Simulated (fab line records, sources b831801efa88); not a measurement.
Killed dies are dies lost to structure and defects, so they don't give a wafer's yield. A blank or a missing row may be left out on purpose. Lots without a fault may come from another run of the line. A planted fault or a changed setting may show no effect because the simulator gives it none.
Problem report in the 8D (eight disciplines) form, filled by code | flow sky130 | the parts of the form that need people (team, actions taken, sign-off) are left out

1. THE PROBLEM
bias_w at SKY_METAL4_ETCH_16 reads a mean of 88.91 W on 6 wafers of 2 lots; wafers without a fault read 99.99 W with a standard deviation of 0.29. That is -38 standard deviations from the usual mean.
The step: etches BARC in N2/H2, stops on SiO2, time 88.2 s, target depth 60 nm.
First seen on wafer L569.1, day 46 03:52, on rie_metal-02. The record holds 33 wafers of 11 lots with a number at this step. Rule for "out", or "out of limits": more than 4 standard deviations from the usual mean. The other wafers with a number count as sound.

2. WHAT IT IS AND WHAT IT IS NOT
question                    | is                     | is not
which readings at this step | bias_w                 | drypump_motor_current_A, oes_product_au, throttle_valve_pct
which lots                  | L568, L569             | L553, L555, L557, L558, L560, L572, L573, L575, L576
which wafers of those lots  | all that have a number | -
read on which tools         | rie_metal-02           | rie_metal-03
when                        | from day 46 03:52      | up to then (15 sound wafers); but 12 sound wafers of L572, L573, L575, L576 came after

3. SUSPECTS, AND WHAT RULES EACH OUT
Counting: a tool at a process step up to the reading stays a suspect if it ran every lot that is out and no sound lot after the first of them.
- plasma_asher-01 at SKY_METAL3_STRIP_19 (strips in O2/N2): ruled out as a lasting fault. Sound lots L572, L576 ran on it after its first lot that is out, L569 (day 43 06:07).
- rie_metal-02 at SKY_METAL4_ETCH_16 (etches BARC in N2/H2, stops on SiO2, time 88.2 s, target depth 60 nm): kept. It ran every lot that is out, first L569 (day 46 03:52), and no sound lot after that; its last sound lot up to then is L560 (day 44 01:16). Its own readings are out on those wafers: bias_w.
Left after counting: rie_metal-02 at SKY_METAL4_ETCH_16.

4. THE CAUSE (what the simulator had put in)
Process parameter drift: rie_metal-02, from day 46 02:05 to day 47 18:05, at SKY_METAL4_ETCH_16. Setting bias_w, moved by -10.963, from 100. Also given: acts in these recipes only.
Counting left only this tool.

5. THE CHAIN OF EFFECTS, in route order
Each row: a reading whose mean over the struck wafers that have a number lies more than 3 standard deviations from the usual. Only readings for which the record gives a usual standard deviation are gone through. hours: the time from each lot's start at the first step in this table that gives one to its start at this step, as a median over the lots. sigmas: the change in usual standard deviations.
hours | step               | reading | usual   | on struck wafers | change | sigmas
0     | SKY_METAL4_ETCH_16 | bias_w  | 99.99 W | 88.91            | -11.08 | -38
The process steps in it:
- SKY_METAL4_ETCH_16: etches BARC in N2/H2, stops on SiO2, time 88.2 s, target depth 60 nm.

6. WHAT WOULD HAVE CAUGHT IT SOONER
In this record the first reading out of limits was taken at day 46 03:52, 2 hours after the fault began at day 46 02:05.
